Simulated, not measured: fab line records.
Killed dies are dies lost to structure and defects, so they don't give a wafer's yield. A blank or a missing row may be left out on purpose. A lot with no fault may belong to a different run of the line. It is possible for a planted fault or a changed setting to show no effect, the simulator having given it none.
A struck lot beside a sound one    flow sky130    42 out of 708 route steps
Sound: wafers L399.1, L399.4, L399.6. Wafers struck: L407.1, L407.4, L407.5. Last of all comes the cause.
For every step that has rows: the tool of each side, followed by ch and its chambers, followed by its first start. Under that, the readings that differ: sound wafers    struck wafers    difference of the means    sigmas: that difference in standard deviations of wafers without a fault.
alike: readings with means less than 2 such deviations apart, plus words and numbers identical on both sides. not compared: withheld readings, readings lacking a value on some wafer, bounds such as >300 that could conceal the same value, and numbers that have no deviation in the record and whose values overlap.
A row with sigmas, a row that says differs or no value, or rows on one side alone: a step with any of these is where the two part. When numbers do not overlap yet have no deviation, they are printed without sigmas and do not part them. A reading missing from all wafers of one side parts the sides only when that side holds two or more wafers.

SKY_SD_P_CD_MEAS_07: the cd target is 380 nm.
  sound on cd-sem-01, day 26 22:40; struck on cd-sem-02, day 29 18:58
reading     sound              struck             difference  sigmas
cd-nm (nm)  378.0 376.6 376.8  386.5 384.1 385.8  +8.3        +3
SKY_SD_P_OVL_MEAS_08:
  sound on overlay-01, day 26 22:47; struck on overlay-02, day 29 19:05
  alike: SD_P_OVL
next, for these wafers, 1 step has no rows: SKY_SD_P_IMPLANT_09.
SKY_SD_P_STRIP_10: strips in O2/N2.
  sound on plasma-asher-04 ch 1, day 26 22:59; struck on plasma-asher-03 ch 1, day 29 19:17
reading                       sound              struck             difference  sigmas
strip-time-to-endpoint-s (s)  17.54 17.57 17.54  17.45 17.47 17.49  -0.08       -2
  alike: drypump-motor-current-A, oes-product-au
  not compared: rf-hours-counter-h
SKY_SD_P_TW_MEAS_11:
  sound on film-metro-04, day 26 23:05; struck on film-metro-03, day 29 19:23
  alike: SD_P_TW
then, 7 steps without rows for these wafers: SKY_RES_XHIGH_DEHYDRATE_00 (time 60 s); SKY_RES_XHIGH_HMDS_01 (prime time 60 s); SKY_RES_XHIGH_COAT_02 (resist thk 1140 nm); SKY_RES_XHIGH_SOFTBAKE_03 (time 60 s); SKY_RES_XHIGH_EXPOSE_04 (exposes mask URPM, target cd 1270 nm); SKY_RES_XHIGH_PEB_05; SKY_RES_XHIGH_DEVELOP_06 (develop time 60 s).
SKY_RES_XHIGH_IMPLANT_07:
  sound on implanter-01 ch 0, day 28 03:37; struck on implanter-03 ch 0, day 30 23:05
SKY_RES_XHIGH_STRIP_08: strips in O2/N2.
  sound on plasma-asher-02 ch 0,1, day 28 03:46; struck on plasma-asher-02 ch 0,1, day 30 23:14
  alike: drypump-motor-current-A, oes-product-au, strip-time-to-endpoint-s
  not compared: rf-hours-counter-h
SKY_RES_XHIGH_TW_MEAS_09:
  sound on film-metro-04, day 28 03:52; struck on film-metro-03, day 30 23:20
reading       sound           struck          difference  sigmas
RES_XHIGH_TW  1622 1626 1620  1637 1639 1637  +15         +2
then, 7 steps without rows for these wafers: SKY_SD_N_DEHYDRATE_00 (time 60 s); SKY_SD_N_HMDS_01 (prime time 60 s); SKY_SD_N_COAT_02 (resist thk 1140 nm); SKY_SD_N_SOFTBAKE_03 (time 60 s); SKY_SD_N_EXPOSE_04 (exposes mask NSDM, target cd 380 nm); SKY_SD_N_PEB_05; SKY_SD_N_DEVELOP_06 (develop time 60 s).
SKY_SD_N_CD_MEAS_07: the cd target is 380 nm.
  sound on cd-sem-01, day 29 07:56; struck on cd-sem-01, day 32 02:44
  alike: cd-nm
SKY_SD_N_OVL_MEAS_08:
  sound on overlay-01, day 29 08:03; struck on overlay-02, day 32 02:52
  alike: SD_N_OVL
then, 2 steps without rows for these wafers: SKY_SD_N_IMPLANT_09; SKY_SD_N_IMPLANT_10.
SKY_SD_N_STRIP_11: strips in O2/N2.
  sound on plasma-asher-04 ch 1, day 29 08:23; struck on plasma-asher-03 ch 1, day 32 03:12
reading                      sound           struck          difference  sigmas
drypump-motor-current-A (A)  4.92 4.95 4.96  5.58 5.58 5.58  +0.64       +3
  alike: oes-product-au, strip-time-to-endpoint-s
  not compared: rf-hours-counter-h
SKY_SD_N_TW_MEAS_12:
  sound on film-metro-01, day 29 08:29; struck on film-metro-01, day 32 03:18
  alike: SD_N_TW
then, 1 step without rows for these wafers: SKY_SD_N_CLEAN_13 (cleans in SC1/SC2, time 150 s).
SKY_SD_N_RTA_14: time 2 s.
  sound on rtp-anneal-02 ch 0, day 29 08:36; struck on rtp-anneal-02 ch 0, day 32 03:25
  alike: lamp-power-pct, wafer_temp_C_max
SKY_SD_N_RS_MEAS_16: a four-point-probe measurement.
  sound on film-metro-01, day 29 08:46; struck on film-metro-01, day 32 03:38
  alike: SD_N_RS
SKY_SD_N_RS_MEAS_17: a four-point-probe measurement.
  sound on film-metro-01, day 29 08:53; struck on film-metro-01, day 32 03:46
  alike: SD_P_RS
SKY_SD_N_RS_MEAS_18: a four-point-probe measurement.
  sound on film-metro-01, day 29 09:01; struck on film-metro-01, day 32 03:53
  alike: RES_XHIGH_RS
then, 2 steps without rows for these wafers: SKY_SALICIDE_CLEAN_00 (cleans in HF-last, time 30 s); SKY_LI_CONTACT_HDPCVD_00 (deposits PSG, target thk 930 nm, time 155 s).
SKY_LI_CONTACT_THK_MEAS_01:
  sound on film-metro-01, day 29 09:15; struck on film-metro-04, day 32 04:07
  alike: LI_CONTACT_HDPCVD_THK
SKY_LI_CONTACT_CMP_02: polishes PSG.
  sound on cmp-01 ch 1,2, day 29 09:19; struck on cmp-02 ch 0,1,2, day 32 04:17
  alike: edge-zone-pressure-frac, motor-current-A, time-to-endpoint-s
SKY_LI_CONTACT_BOW_MEAS_03:
  sound on film-metro-04, day 29 09:37; struck on film-metro-01, day 32 04:29
  alike: LI_CONTACT_BOW
then, 3 steps without rows for these wafers: SKY_LI_CONTACT_DEHYDRATE_04 (time 60 s); SKY_LI_CONTACT_HMDS_05 (prime time 60 s); SKY_LI_CONTACT_COAT_06 (resist thk 60 nm).
-- here the record skips 17 days between the struck wafers' starts before and after, leaving off in module LI_CONTACT and picking up in module PAD_OPEN (first step shown: number 708 of the route) --
SKY_PAD_OPEN_PROBE_99:
  sound on prober-02, day 47 00:35; struck on prober-02, day 48 19:13
reading                                             sound              struck                difference  sigmas
model.etest.res-xhigh-po.rs-ohm-sq-rim-less-centre  3.191 6.006 16.26  -142.2 -129.6 -138.6  -145.3      
  alike: killed_at_M0_to_M3, killed_at_M4_up, killed-at-contacts, killed-at-front-end, killed-at-other, killed-dies, killed-open, killed-short

## WHERE THEY PART
Last at SKY_SD_N_STRIP_11 as far as this record goes, first at SKY_SD_P_CD_MEAS_07. Later steps at which nothing parts them and some readings are alike: SKY_SD_N_TW_MEAS_12, SKY_SD_N_RTA_14, SKY_SD_N_RS_MEAS_16, SKY_SD_N_RS_MEAS_17, SKY_SD_N_RS_MEAS_18, SKY_LI_CONTACT_THK_MEAS_01, SKY_LI_CONTACT_CMP_02, SKY_LI_CONTACT_BOW_MEAS_03, SKY_PAD_OPEN_PROBE_99.

WHY: what the simulator had put in
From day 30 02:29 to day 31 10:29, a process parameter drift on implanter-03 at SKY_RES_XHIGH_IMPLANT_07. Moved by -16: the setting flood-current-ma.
